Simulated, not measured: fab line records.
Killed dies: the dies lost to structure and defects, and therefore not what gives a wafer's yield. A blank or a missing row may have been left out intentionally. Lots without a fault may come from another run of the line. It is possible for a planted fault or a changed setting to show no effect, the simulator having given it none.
A lot that was struck, set against a sound lot / flow sky130 / 43 out of 708 route steps
Sound: the wafers L989.2, L989.3, L989.4. The struck wafers were L999.2, L999.4, L999.5. At the end, the cause is stated.
Per side, at each step with rows, come the tool, then ch with its chambers, and then its first start. Under that, the readings that differ: sound wafers / struck wafers / difference of the means / sigmas: that difference in standard deviations of wafers without a fault.
alike: words and numbers the same on both sides, and readings whose means are apart by under 2 such deviations; not compared: readings that were withheld, readings missing a value for some wafer, numbers with overlapping values and no deviation given by the record, and bounds like >300 which may hide the same value.
A row with sigmas, a row that says differs or no value, or rows on one side alone: a step with any of these is where the two part. Numbers that don't overlap but have no deviation are shown without sigmas and don't part them. A reading that every wafer of one side lacks parts them only if that side has two wafers or more.

SKY_FIELD_ISO_THK_MEAS_04:
  struck on film metro-02, day 4 17:47; sound on film metro-01, day 2 18:19
  alike: FIELD_ISO_CVD_03_THK
then, 8 steps without rows for these wafers: SKY_FIELD_ISO_DEHYDRATE_05 (time 60 s); SKY_FIELD_ISO_HMDS_06 (prime time 60 s); SKY_FIELD_ISO_COAT_07 (resist thk 60.5 nm); SKY_FIELD_ISO_COAT_08 (resist thk 450 nm); SKY_FIELD_ISO_SOFTBAKE_09 (time 90 s); SKY_FIELD_ISO_EXPOSE_10 (exposes mask FOM, target cd 150 nm); SKY_FIELD_ISO_PEB_11; SKY_FIELD_ISO_DEVELOP_12 (develop time 60 s).
SKY_FIELD_ISO_CD_MEAS_13 targets a cd of 150 nm.
  struck on cd sem-02, day 5 11:13; sound on cd sem-01, day 3 10:11
reading=cd nm (nm); sound=152.6 152.0 151.3; struck=148.2 149.8 148.1; difference=-3.3; sigmas=-2
SKY_FIELD_ISO_ETCH_14: etches BARC in N2/H2, stops on SiO2, time 45.9 s, target depth 60 nm.
  sound on rie diel-03 ch 1,2,3, day 3 10:17; struck on rie diel-03 ch 0,2, day 5 11:19
reading=throttle valve pct (%); sound=13.206 13.216 13.214; struck=13.240 13.247 13.223; difference=+0.025; sigmas=+3
  alike: drypump motor current A, oes product au
  not compared: rf hours counter h
SKY_FIELD_ISO_ETCH_15: etches the open film in CHF3/O2, stops on Si, target depth 180 nm, time 72 s.
  sound on rie diel-03 ch 1,2,3, day 3 10:20; struck on rie diel-03 ch 0,2, day 5 11:21
  alike: O2_flow_sccm, drypump motor current A, oes product au, throttle valve pct
  not compared: rf hours counter h
SKY_FIELD_ISO_STRIP_16: strips in O2/N2.
  sound on plasma asher-04 ch 0,1, day 3 10:23; struck on plasma asher-03 ch 0,1, day 5 11:25
  alike: drypump motor current A, oes product au, strip time to endpoint s
  not compared: rf hours counter h
SKY_FIELD_ISO_ETCH_17: etches Si in HBr/Cl2/O2, target depth 342 nm, time 97.7 s.
  sound on rie si-01 ch 0,2,3, day 3 10:29; struck on rie si-01 ch 0,1, day 5 11:31
  alike: O2_flow_sccm, drypump motor current A, oes product au, throttle valve pct
  not compared: rf hours counter h
then, 5 steps without rows for these wafers: SKY_FIELD_ISO_WET_ETCH_18 (etches Si3N4 in H3PO4, target depth 25 nm, time 286 s); SKY_FIELD_ISO_CLEAN_19 (cleans in SC1/SC2, time 150 s); SKY_FIELD_ISO_CLEAN_20 (cleans in dHF, time 20 s); SKY_FIELD_ISO_WET_ETCH_21 (etches SiO2 in dHF, target depth 20 nm, time 400 s); SKY_FIELD_ISO_OXIDATION_22 (stabilise 600 s, purge 300 s, target thk 10 nm).
SKY_FIELD_ISO_THK_MEAS_23:
  struck on film metro-01, day 5 13:41; sound on film metro-02, day 3 12:08
  alike: FIELD_ISO_OXIDATION_01_THK
then, 1 step without rows for these wafers: SKY_FIELD_ISO_CVD_24 (deposits SiO2, target thk 595 nm, time 99.2 s).
SKY_FIELD_ISO_THK_MEAS_25:
  struck on film metro-01, day 5 13:49; sound on film metro-03, day 3 12:17
reading=FIELD_ISO_CVD_24_THK (nm); sound=588 591 587; struck=605 600 598; difference=+12; sigmas=+2
then, 1 step without rows for these wafers: SKY_FIELD_ISO_ANNEAL_26 (time 1800 s).
SKY_FIELD_ISO_CMP_27: polishes, stops on Si3N4, t overpolish 16 s, target thk 457.8 nm.
  sound on cmp-02 ch 0,1,3, day 3 14:26; struck on cmp-02 ch 1,2,3, day 5 16:40
  alike: motor current A, overpolish run s, slurry flow ml min, time to endpoint s
then, 5 steps without rows for these wafers: SKY_FIELD_ISO_WET_ETCH_28 (etches SiO2 in dHF, target depth 23.7 nm, time 47 s); SKY_FIELD_ISO_WET_ETCH_29 (etches Si3N4 in H3PO4, target depth 160 nm, time 1825 s); SKY_FIELD_ISO_WET_ETCH_30 (etches SiO2 in dHF, target depth 25 nm, time 50 s); SKY_NWELL_CLEAN_00 (cleans in SC1/SC2, time 150 s); SKY_NWELL_OXIDATION_01 (stabilise 600 s, purge 300 s, target thk 10 nm).
SKY_NWELL_THK_MEAS_02:
  struck on film metro-04, day 5 23:18; sound on film metro-03, day 3 17:08
  alike: NWELL_OXIDATION_THK
then, 8 steps without rows for these wafers: SKY_DNWELL_DEHYDRATE_00 (time 60 s); SKY_DNWELL_HMDS_01 (prime time 60 s); SKY_DNWELL_COAT_02 (resist thk 3000 nm); SKY_DNWELL_SOFTBAKE_03; SKY_DNWELL_EXPOSE_04 (exposes mask DNM, target cd 3000 nm); SKY_DNWELL_PEB_05; SKY_DNWELL_DEVELOP_06 (develop time 60 s); SKY_DNWELL_IMPLANT_07.
SKY_DNWELL_STRIP_08: strips in O2/N2.
  sound on plasma asher-01 ch 0,1, day 4 09:29; struck on plasma asher-04 ch 0,1, day 6 16:29
  alike: drypump motor current A, oes product au, strip time to endpoint s
  not compared: rf hours counter h
SKY_DNWELL_TW_MEAS_09:
  struck on film metro-01, day 6 16:36; sound on film metro-04, day 4 09:36
  alike: DNWELL_TW
then, 2 steps without rows for these wafers: SKY_PWDE_DEHYDRATE_00 (time 60 s); SKY_PWDE_HMDS_01 (prime time 60 s).
-- the record jumps here: 42 days lie between the struck wafers' starts before and after (it left off in module PWDE and takes up again in module PAD_OPEN, whose first step shown is number 708 of the route) --
SKY_PAD_OPEN_PROBE_99:
  struck on prober-02, day 49 04:30; sound on prober-02, day 46 22:11
reading=killed at front end; sound=17 13 19; struck=42 34 58; difference=+28; sigmas=+7
reading=killed dies; sound=78 78 97; struck=119 93 109; difference=+23; sigmas=+3
  alike: killed_at_M0_to_M3, killed_at_M4_up, killed at contacts, killed at other, killed open, killed short

== WHERE THEY PART ==
First at SKY_FIELD_ISO_CD_MEAS_13; last, within this record, at SKY_PAD_OPEN_PROBE_99.

WHY: what the simulator had put in
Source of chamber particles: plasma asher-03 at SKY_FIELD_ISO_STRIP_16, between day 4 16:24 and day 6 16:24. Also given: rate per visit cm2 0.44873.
